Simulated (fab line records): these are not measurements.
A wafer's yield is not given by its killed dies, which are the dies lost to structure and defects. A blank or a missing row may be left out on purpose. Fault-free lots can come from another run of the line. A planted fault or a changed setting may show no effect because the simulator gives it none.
fab line records	flow sfqLine
record lots=7	wafers=21	lastDay=95
route steps=325 shown I4@176 JJ@178
lots that met no fault: taken from a fault-free run of the same line
startH: start of the lot's first displayed wafer, in hours after the record's first day	waitH: how many hours have passed since the lot's step before this one	" as in the row above	L1.1+2: a row that stands for several wafers	- value missing, or start not given	* or withheld: withheld	< > ~ a bound
route shown NAME@n: names a module that has steps shown in the file, with the first one's number in the route	usual: the fault-free wafers' mean and standard deviation	same: alike in all rows	chamber/n: place in a boat	sites: readings site by site	_std_site: standard deviation of those values	_edge_site: the outer-site mean with the inner-site mean subtracted	radiusMm: how far each site lies from the wafer's centre	mask NAME#n: copy n	behind: tool/chamber where the wafer was last shaped	hold: reason for holding the lot/hours on hold/outcome of the hold	device: which transistor (n, p or np) failed to switch	end of line: tests of these same wafers at the route's end	a step given without rows: its recipe and nothing more	killed: count of dies lost to structure and defects at first sort (not the wafer's yield)	map: a wafer's dies, x killed, . not, _ none there
set.NAME: the setting that was run; set.NAME@STEP: the one run at that earlier step	model.NAME: the simulator's own value behind a step, which no gauge read
certain route steps with their lots: each step a table, each wafer a row
services: the hour from which a tool's chamber was out of use, counted from the record's first day as startH (under 0 if before that day), plus the number of hours and why
## steps
# step SFQ_TRILAYER_I4_VIA_STRIP_STRIP_107
# recipe gas=O2	powerW=200	platenTempC=40	overashFraction=0.65	chemistry=O2	pressureMtorr=50
# usual drypumpMotorCurrentA=5.35/0.16	oesProductAu=1.002/0.0095
# same overashFraction=0.65
lot.wafer	tool	chamber	startH	waitH	drypumpMotorCurrentA	oesProductAu	rfHoursCounterH
L313.1	rieMetal-04	0	1521.86	-	5.28	0.982	19
L313.4	"	0	"	"	5.27	0.994	-
L313.5	"	1	"	"	5.18	1.006	-
L314.4	rieMetal-03	1	1528.06	-	5.78	0.996	-
L314.5	"	0	"	"	5.50	1.002	-
L314.6	"	1	"	"	5.77	0.984	-
L315.4	rieMetal-04	1	1529.26	-	5.18	1.014	-
L315.5	"	1	"	"	5.18	1.002	-
L315.6	"	0	"	"	5.22	1.002	-
L318.1	rieMetal-04	1	1549.58	-	5.16	0.991	27
L318.2	"	0	"	"	5.33	0.988	21
L318.4	"	1	"	"	5.18	0.998	-
L322.1	rieMetal-01	0	1574.91	-	5.37	1.003	69
L322.3	"	0	"	"	5.39	0.999	-
L322.5	"	0	"	"	5.41	0.988	-
L325.1	rieMetal-04	0	1585.71	-	5.27	0.997	26
L325.5	"	1	"	"	5.17	1.006	-
L325.6	"	0	"	"	5.22	0.997	-
L327.1	rieMetal-03	1	1591.71	-	5.78	0.998	34
L327.3	"	1	"	"	5.79	0.999	-
L327.6	"	1	"	"	5.78	1.000	-
# step SFQ_TRILAYER_I4_VIA_STRIP_SOLV_CLEAN_108
# recipe chemistry=NMP	tempC=70	timeS=600
# step SFQ_TRILAYER_JJ_TRILAYER_DEP_PRE_CLEAN_113
# recipe gas=Ar	timeS=22.5	biasV=250
# step SFQ_TRILAYER_JJ_TRILAYER_DEP_SPUTTER_109
# recipe material=Nb	basePressurePa=1.33e-06	chamberPressurePa=0.1333	substrateTempC=20	targetThkNm=150	powerW=2000	timeS=100
# usual throttleValvePct=30.2/0.99
lot.wafer	tool	chamber	startH	waitH	throttleValvePct
L313.1	pvdSputter-03	-	1522.66	0.0	30.1
L313.4	"	-	"	"	30.0
L313.5	"	-	"	"	31.0
L314.4	pvdSputter-05	-	1528.66	0.0	27.8
L314.5	"	-	"	"	31.2
L314.6	"	-	"	"	30.8
L315.4	pvdSputter-04	-	1529.88	0.0	29.4
L315.5	"	-	"	"	29.3
L315.6	"	-	"	"	29.3
L318.1	pvdSputter-04	-	1550.39	0.0	30.7
L318.2	"	-	"	"	29.3
L318.4	"	-	"	"	29.6
L322.1	pvdSputter-04	-	1575.71	0.0	29.1
L322.3	"	-	"	"	29.4
L322.5	"	-	"	"	30.6
L325.1	pvdSputter-04	-	1586.51	0.0	29.2
L325.5	"	-	"	"	30.6
L325.6	"	-	"	"	29.8
L327.1	pvdSputter-03	-	1592.51	0.0	29.8
L327.3	"	-	"	"	31.0
L327.6	"	-	"	"	29.4
# step SFQ_TRILAYER_JJ_TRILAYER_DEP_SPUTTER_110
# recipe material=Al	basePressurePa=1.33e-06	targetThkNm=8	powerW=500	timeS=10	chamberPressurePa=0.4
# usual throttleValvePct=30.2/1
lot.wafer	tool	chamber	startH	waitH	throttleValvePct
L313.1	pvdSputter-03	-	1522.73	0.0	30.0
L313.4	"	-	"	"	30.0
L313.5	"	-	"	"	31.4
L314.4	pvdSputter-05	-	1528.73	0.0	27.8
L314.5	"	-	"	"	31.4
L314.6	"	-	"	"	31.1
L315.4	pvdSputter-04	-	1529.95	0.0	29.3
L315.5	"	-	"	"	29.4
L315.6	"	-	"	"	29.4
L318.1	pvdSputter-04	-	1550.46	0.0	30.6
L318.2	"	-	"	"	29.8
L318.4	"	-	"	"	29.8
L322.1	pvdSputter-04	-	1575.78	0.0	29.3
L322.3	"	-	"	"	29.0
L322.5	"	-	"	"	30.8
L325.1	pvdSputter-04	-	1586.58	0.0	29.3
L325.5	"	-	"	"	30.5
L325.6	"	-	"	"	29.8
L327.1	pvdSputter-03	-	1592.58	0.0	29.8
L327.3	"	-	"	"	31.2
L327.6	"	-	"	"	29.7
# step SFQ_TRILAYER_JJ_TRILAYER_DEP_AL_OXIDATION_111
# recipe pressureMbar=0.014667	oxidationTimeS=600	temperatureK=293
# step SFQ_TRILAYER_JJ_TRILAYER_DEP_SPUTTER_112
# recipe material=Nb	basePressurePa=1.33e-06	chamberPressurePa=0.1333	substrateTempC=20	targetThkNm=170	powerW=2000	timeS=113.3
# usual throttleValvePct=30.2/1
lot.wafer	tool	chamber	startH	waitH	throttleValvePct
L313.1	pvdSputter-03	-	1523.76	0.5	30.0
L313.4	"	-	"	"	29.7
L313.5	"	-	"	"	30.8
L314.4	pvdSputter-05	-	1529.76	0.5	27.9
L314.5	"	-	"	"	31.5
L314.6	"	-	"	"	30.8
L315.4	pvdSputter-04	-	1530.97	0.5	29.4
L315.5	"	-	"	"	29.7
L315.6	"	-	"	"	29.5
L318.1	pvdSputter-04	-	1551.48	0.5	30.6
L318.2	"	-	"	"	29.3
L318.4	"	-	"	"	29.9
L322.1	pvdSputter-04	-	1576.81	0.5	29.6
L322.3	"	-	"	"	29.2
L322.5	"	-	"	"	30.8
L325.1	pvdSputter-04	-	1587.61	0.5	29.1
L325.5	"	-	"	"	30.3
L325.6	"	-	"	"	29.9
L327.1	pvdSputter-03	-	1593.61	0.5	29.7
L327.3	"	-	"	"	31.2
L327.6	"	-	"	"	29.9
# step SFQ_JJ_RS_MEAS_929
# recipe thkMeasGauge=four-point-probe	reads=Nb_of_TRILAYER_JJ_TRILAYER_DEP_SPUTTER_112
# usual JJ_NB_RS=1.049/0.012
lot.wafer	tool	chamber	startH	waitH	JJ_NB_RS[ohm/sq]
L313.1	filmMetro-02	-	1523.83	0.0	1.028
L313.4	"	-	"	"	1.047
L313.5	"	-	"	"	1.039
L314.4	filmMetro-03	-	1529.89	0.1	1.064
L314.5	"	-	"	"	1.056
L314.6	"	-	"	"	1.067
L315.4	filmMetro-02	-	1531.11	0.1	1.050
L315.5	"	-	"	"	1.055
L315.6	"	-	"	"	1.055
L318.1	filmMetro-03	-	1551.56	0.0	1.053
L318.2	"	-	"	"	1.053
L318.4	"	-	"	"	1.060
L322.1	filmMetro-03	-	1576.88	0.0	1.062
L322.3	"	-	"	"	1.055
L322.5	"	-	"	"	1.057
L325.1	filmMetro-03	-	1587.68	0.0	1.079
L325.5	"	-	"	"	1.074
L325.6	"	-	"	"	1.055
L327.1	filmMetro-04	-	1593.68	0.0	1.027
L327.3	"	-	"	"	1.045
L327.6	"	-	"	"	1.034
# step SFQ_TRILAYER_JJ_CE_LITHO_COAT_119
# recipe resist=BARC	spinRpm=3000	resistThkNm=62
# step SFQ_TRILAYER_JJ_CE_LITHO_COAT_114
# recipe resist=KrF	spinRpm=3000	resistThkNm=600
# step SFQ_TRILAYER_JJ_CE_LITHO_SOFTBAKE_118
# recipe tempC=withheld	timeS=withheld	resist=KrF
# step SFQ_TRILAYER_JJ_CE_LITHO_EXPOSE_115
# recipe maskId=J5	na=0.6	sourceShape=conventional	sigmaOuter=0.65	targetCdNm=700	doseMj=14.4
# usual exposureDoseMJCm2=14.400/0.013	focusOffsetNm=0.0/0.55	sigmaOuter=0.65/0
lot.wafer	tool	chamber	startH	waitH	mask	exposureDoseMJCm2	focusOffsetNm	sigmaOuter
L313.1	krfScanner-02	-	1628.67	-	J5#0	-	-	-
L313.4	"	-	"	"	J5#0	-	-	-
L313.5	"	-	"	"	J5#0	-	-	-
L314.4	krfScanner-01	-	1636.34	-	J5#0	-	-	-
L314.5	"	-	"	"	J5#0	-	-	-
L314.6	"	-	"	"	J5#0	-	-	-
L315.4	krfScanner-01	-	1637.54	-	J5#0	-	-	-
L315.5	"	-	"	"	J5#0	-	-	-
L315.6	"	-	"	"	J5#0	-	-	-
L318.1	krfScanner-01	0	1659.23	-	J5#0	14.392	-0.2	0.65
L318.2	"	0	"	"	J5#0	14.387	0.7	0.65
L318.4	"	0	"	"	J5#0	14.383	0.1	0.65
L322.1	krfScanner-01	0	1686.83	-	J5#0	14.387	1.2	0.65
L322.3	"	0	"	"	J5#0	14.387	0.4	0.65
L322.5	"	0	"	"	J5#0	14.403	-0.7	0.65
L325.1	krfScanner-01	0	1695.23	-	J5#0	14.389	0.0	0.65
L325.5	"	0	"	"	J5#0	14.402	-0.3	0.65
L325.6	"	0	"	"	J5#0	14.399	-0.4	0.65
L327.1	krfScanner-01	0	1701.23	-	J5#0	14.401	0.8	0.65
L327.3	"	0	"	"	J5#0	14.397	0.6	0.65
L327.6	"	0	"	"	J5#0	14.408	0.9	0.65
# step SFQ_TRILAYER_JJ_CE_LITHO_PEB_117
# recipe pebTempC=115	pebTimeS=60	resist=KrF
## services
tool	chamber	startH	hours	kind
krfScanner-01	-	1505.55	4.0	pm
rieMetal-01	1	1507.11	-	clean
rieMetal-01	1	1507.11	-	consumableReplace:focusRing
rieMetal-01	1	1507.11	12.7	scheduledDown
rieMetal-01	1	1507.11	12.7	ventCycle
krfScanner-01	-	1510.26	0.2	repair
pvdSputter-04	-	1510.94	8.3	repair
krfScanner-01	-	1516.48	0.3	repair
rieMetal-01	-	1519.04	4.3	pm
pvdSputter-05	-	1524.43	1.0	repair
krfScanner-01	-	1534.68	1.0	pm
rieMetal-04	0	1538.48	6.0	repair
krfScanner-02	-	1542.97	1.0	pm
krfScanner-02	-	1592.42	0.8	pm
krfScanner-01	-	1609.34	1.3	pm
krfScanner-02	-	1634.42	2.1	repair
krfScanner-01	-	1642.12	4.5	repair
rieMetal-01	0	1649.79	3.2	repair
pvdSputter-03	-	1655.65	0.6	repair
krfScanner-02	-	1658.31	1.3	pm
rieMetal-04	0	1668.23	7.6	repair
krfScanner-02	-	1679.50	0.6	repair
pvdSputter-03	-	1685.11	5.3	repair
## key
firstSign step=SFQ_TRILAYER_JJ_CE_LITHO_EXPOSE_115	reading=toolRecord	direction=missing
effect none on later readings
metAt SFQ_TRILAYER_JJ_CE_LITHO_EXPOSE_115
struckWafers L313.1,L313.4,L313.5,L314.4,L314.5,L314.6,L315.4,L315.5,L315.6
fault kind=skippedStepWhole	tool=krfScanner-01,krfScanner-02	chamber=-	onsetH=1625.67	steps=SFQ_TRILAYER_JJ_CE_LITHO_EXPOSE_115	scope=struckLotsOnly
